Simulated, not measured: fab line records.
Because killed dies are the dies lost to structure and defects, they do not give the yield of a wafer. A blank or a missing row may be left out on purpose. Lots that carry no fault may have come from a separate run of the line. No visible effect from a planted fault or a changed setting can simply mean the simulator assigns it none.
Which tool is to blame?    flow sky130    Sampling: 24 lots, 72 wafers, 5 of 708 route steps

## WHAT THE GAUGES SHOWED, per wafer
SKY_VIA3_CD_MEAS_12: target cd 200 nm. Usual: 199.9 nm for cd_nm, sd 1.7.
lot   measured      on         cd_nm (nm)         flag
L074  day 39 11:08  cd_sem-02  198.4 199.4 198.2  
L075  day 39 17:38  cd_sem-01  200.6 200.5 198.7  
L076  day 40 02:28  cd_sem-01  200.6 200.5 200.9  
L077  day 40 13:37  cd_sem-01  199.5 197.4 195.9  
L078  day 40 14:47  cd_sem-01  200.0 199.8 199.5  
L079  day 41 03:20  cd_sem-02  198.1 199.5 200.8  
L080  day 41 14:30  cd_sem-01  202.2 200.1 200.9  
L081  day 41 17:05  cd_sem-02  197.6 198.3 199.3  
L082  day 42 00:31  cd_sem-01  200.4 199.7 201.1  
L083  day 42 09:08  cd_sem-01  198.5 198.4 199.4  
L084  day 42 15:23  cd_sem-02  199.3 200.3 199.7  
L085  day 42 17:25  cd_sem-02  200.5 201.2 201.8  
L086  day 43 02:48  cd_sem-02  201.9 203.0 202.5  
L087  day 43 12:20  cd_sem-02  202.7 201.8 201.7  
L088  day 43 22:44  cd_sem-01  200.6 201.5 199.7  
L089  day 44 06:20  cd_sem-02  198.4 199.3 198.7  
L090  day 44 12:59  cd_sem-02  199.1 197.9 199.5  
L091  day 45 02:05  cd_sem-02  199.6 200.7 200.8  
L092  day 45 03:06  cd_sem-01  196.1 195.9 195.5  
L093  day 45 08:47  cd_sem-02  200.6 202.9 203.3  
L094  day 45 09:14  cd_sem-01  200.9 201.9 201.0  
L095  day 45 15:14  cd_sem-02  202.0 202.2 201.8  
L097  day 45 20:52  cd_sem-02  200.7 200.7 198.8  
L096  day 45 23:01  cd_sem-02  200.0 200.2 197.5  

SKY_PASSIVATION_THK_MEAS_03. Usual: PASSIVATION_CVD_02_THK 542 nm, standard deviation 8.7.
lot   measured      on             PASSIVATION_CVD_02_THK (nm)  flag
L074  day 43 15:56  film_metro-01  532 519 538                  
L075  day 43 23:14  film_metro-02  528 530 539                  
L076  day 44 08:03  film_metro-02  524 536 538                  
L077  day 44 15:34  film_metro-03  531 543 546                  
L078  day 44 17:55  film_metro-01  544 550 553                  
L079  day 45 05:43  film_metro-01  542 549 549                  
L080  day 45 14:56  film_metro-01  529 532 533                  
L081  day 45 17:44  film_metro-02  546 533 551                  
L082  day 45 22:48  film_metro-01  551 534 542                  
L083  day 46 06:24  film_metro-01  537 531 536                  
L084  day 46 13:01  film_metro-02  550 546 557                  
L085  day 46 15:01  film_metro-01  539 535 547                  
L086  day 46 23:21  film_metro-03  534 544 546                  
L087  day 47 07:19  film_metro-01  525 540 531                  
L088  day 47 17:44  film_metro-01  535 545 547                  
L089  day 47 22:30  film_metro-03  539 539 538                  
L090  day 48 06:45  film_metro-03  533 551 541                  
L091  day 48 16:43  film_metro-01  540 544 549                  
L092  day 48 18:00  film_metro-01  557 544 564                  
L093  day 48 21:17  film_metro-03  537 545 556                  
L094  day 48 22:44  film_metro-02  537 547 540                  
L095  day 49 04:12  film_metro-03  522 541 545                  
L097  day 49 09:06  film_metro-01  540 549 557                  
L096  day 49 10:35  film_metro-01  547 553 552                  

## WHICH TOOL RAN EACH LOT (tool, then ch and the chambers of the sampled wafers, then the start)
lot   SKY_METAL1_SPUTTER_00         SKY_METAL2_SPUTTER_04         SKY_METAL2_DESCUM_17
L074  pvd_sputter-04, day 31 11:23  pvd_sputter-03, day 33 19:58  rie_metal-01 ch 0,1, day 34 22:56
L075  pvd_sputter-01, day 31 17:22  pvd_sputter-02, day 34 01:57  rie_metal-04 ch 1, day 35 04:20
L076  pvd_sputter-04, day 32 04:18  pvd_sputter-02, day 34 12:49  rie_metal-02 ch 0,1, day 35 15:02
L077  pvd_sputter-04, day 32 17:02  pvd_sputter-02, day 35 01:35  rie_metal-04 ch 0,1, day 36 04:06
L078  pvd_sputter-02, day 32 18:55  pvd_sputter-01, day 35 02:48  rie_metal-02 ch 0,1, day 36 04:45
L079  pvd_sputter-04, day 33 08:34  pvd_sputter-02, day 35 16:15  rie_metal-01 ch 0, day 36 18:08
L080  pvd_sputter-02, day 33 19:56  pvd_sputter-02, day 36 03:59  rie_metal-04 ch 0,1, day 37 06:08
L081  pvd_sputter-01, day 34 00:11  pvd_sputter-03, day 36 07:26  rie_metal-01 ch 0,1, day 37 08:35
L082  pvd_sputter-02, day 34 06:08  pvd_sputter-02, day 36 14:19  rie_metal-01 ch 0,1, day 37 16:14
L083  pvd_sputter-04, day 34 17:32  pvd_sputter-02, day 37 01:01  rie_metal-02 ch 0,1, day 38 02:41
L084  pvd_sputter-01, day 34 22:55  pvd_sputter-02, day 37 06:23  rie_metal-02 ch 0,1, day 38 08:17
L085  pvd_sputter-02, day 35 03:10  pvd_sputter-01, day 37 09:40  rie_metal-04 ch 0,1, day 38 11:38
L086  pvd_sputter-02, day 35 12:32  pvd_sputter-01, day 37 19:47  rie_metal-04 ch 0,1, day 38 21:35
L087  pvd_sputter-01, day 35 22:44  pvd_sputter-01, day 38 05:57  rie_metal-01 ch 0,1, day 39 07:20
L088  pvd_sputter-04, day 36 10:34  pvd_sputter-03, day 38 17:23  rie_metal-02 ch 0,1, day 39 18:41
L089  pvd_sputter-02, day 36 20:13  pvd_sputter-02, day 39 02:21  rie_metal-04 ch 0,1, day 40 02:59
L090  pvd_sputter-02, day 37 05:25  pvd_sputter-02, day 39 10:57  rie_metal-01 ch 0,1, day 40 11:23
L091  pvd_sputter-01, day 37 18:11  pvd_sputter-01, day 40 00:26  rie_metal-01 ch 0,1, day 41 00:53
L092  pvd_sputter-04, day 37 20:17  pvd_sputter-03, day 40 02:08  rie_metal-01 ch 0,1, day 41 02:36
L093  pvd_sputter-01, day 38 01:24  pvd_sputter-01, day 40 07:22  rie_metal-01 ch 0,1, day 41 08:20
L094  pvd_sputter-01, day 38 04:37  pvd_sputter-03, day 40 09:39  rie_metal-02 ch 0, day 41 09:35
L095  pvd_sputter-04, day 38 10:49  pvd_sputter-02, day 40 15:30  rie_metal-01 ch 0,1, day 41 15:29
L097  pvd_sputter-04, day 38 18:55  pvd_sputter-03, day 40 23:04  rie_metal-04 ch 0,1, day 41 23:11
L096  pvd_sputter-04, day 38 21:58  pvd_sputter-03, day 41 01:27  rie_metal-01 ch 0,1, day 42 02:20
- SKY_METAL1_SPUTTER_00: material Ti, target thk 15 nm, time 10 s.
- SKY_METAL2_SPUTTER_04: material TiN, target thk 70 nm, time 58.3 s.
- SKY_METAL2_DESCUM_17: chemistry O2, time 8 s.

## AS READ BY THE TOOLS THEMSELVES (means over the sampled wafers that have a number; for cases with no such wafer, the mark the record gives instead)
SKY_METAL1_SPUTTER_00. Usual: 30.1 % for throttle_valve_pct, sd 1.3.
lot   tool            throttle_valve_pct (%)  flag
L074  pvd_sputter-04  29.9                    
L075  pvd_sputter-01  31.3                    
L076  pvd_sputter-04  28.4                    
L077  pvd_sputter-04  30.0                    
L078  pvd_sputter-02  31.4                    
L079  pvd_sputter-04  29.3                    
L080  pvd_sputter-02  30.3                    
L081  pvd_sputter-01  30.1                    
L082  pvd_sputter-02  31.4                    
L083  pvd_sputter-04  29.7                    
L084  pvd_sputter-01  29.9                    
L085  pvd_sputter-02  31.3                    
L086  pvd_sputter-02  31.4                    
L087  pvd_sputter-01  29.6                    
L088  pvd_sputter-04  30.0                    
L089  pvd_sputter-02  31.4                    
L090  pvd_sputter-02  30.5                    
L091  pvd_sputter-01  30.1                    
L092  pvd_sputter-04  29.3                    
L093  pvd_sputter-01  29.5                    
L094  pvd_sputter-01  30.7                    
L095  pvd_sputter-04  29.9                    
L097  pvd_sputter-04  29.1                    
L096  pvd_sputter-04  28.9                    

SKY_METAL2_SPUTTER_04. Usual: 30.5 % for throttle_valve_pct, sd 1.3.
lot   tool            throttle_valve_pct (%)  flag
L074  pvd_sputter-03  30.5                    
L075  pvd_sputter-02  31.5                    
L076  pvd_sputter-02  30.2                    
L077  pvd_sputter-02  30.1                    
L078  pvd_sputter-01  30.2                    
L079  pvd_sputter-02  31.5                    
L080  pvd_sputter-02  30.6                    
L081  pvd_sputter-03  30.3                    
L082  pvd_sputter-02  31.6                    
L083  pvd_sputter-02  31.2                    
L084  pvd_sputter-02  31.4                    
L085  pvd_sputter-01  30.5                    
L086  pvd_sputter-01  30.4                    
L087  pvd_sputter-01  29.6                    
L088  pvd_sputter-03  29.6                    
L089  pvd_sputter-02  31.3                    
L090  pvd_sputter-02  30.4                    
L091  pvd_sputter-01  30.7                    
L092  pvd_sputter-03  30.0                    
L093  pvd_sputter-01  30.6                    
L094  pvd_sputter-03  30.6                    
L095  pvd_sputter-02  31.6                    
L097  pvd_sputter-03  29.6                    
L096  pvd_sputter-03  30.2                    

SKY_METAL2_DESCUM_17. Usual: drypump_motor_current_A 5.6 A, standard deviation 0.5; oes_product_au 0.996 a.u., standard deviation 0.011.
lot   tool          drypump_motor_current_A (A)  oes_product_au (a.u.)  flag
L074  rie_metal-01  5.6                          1.005                  
L075  rie_metal-04  4.9                          1.004                  
L076  rie_metal-02  5.6                          1.009                  
L077  rie_metal-04  5.3                          0.999                  
L078  rie_metal-02  5.5                          0.996                  
L079  rie_metal-01  6.4                          1.006                  
L080  rie_metal-04  5.1                          0.984                  
L081  rie_metal-01  6.0                          1.007                  
L082  rie_metal-01  5.7                          1.006                  
L083  rie_metal-02  5.6                          0.997                  
L084  rie_metal-02  5.6                          0.992                  
L085  rie_metal-04  5.1                          0.983                  
L086  rie_metal-04  5.1                          0.987                  
L087  rie_metal-01  5.7                          1.003                  
L088  rie_metal-02  5.6                          0.989                  
L089  rie_metal-04  5.3                          0.999                  
L090  rie_metal-01  6.0                          0.999                  
L091  rie_metal-01  6.0                          0.999                  
L092  rie_metal-01  6.0                          0.995                  
L093  rie_metal-01  6.0                          1.001                  
L094  rie_metal-02  5.7                          1.000                  
L095  rie_metal-01  6.0                          1.005                  
L097  rie_metal-04  5.3                          0.987                  
L096  rie_metal-01  5.7                          1.000                  

## THE ANSWER, worked out from the rows above alone
Rule: a lot counts as off when the mean over its wafers that have a number is more than 3 standard deviations away from the usual mean. A lot without any number at a reading at which 4 lots or more have one is off too. Where the step has rows for the other lots, those lots are counted as sound. After the gauges, taken in route order, come the tools' own readings; for these a lot's mean is taken, as printed above. The first step at which some lot is off is used, and at that step the reading that is off furthest; a lot without a number counts as furthest.
No lot is off on any of the readings shown, so nothing can be concluded from this.

## WHAT THE SIMULATOR HAD PUT IN
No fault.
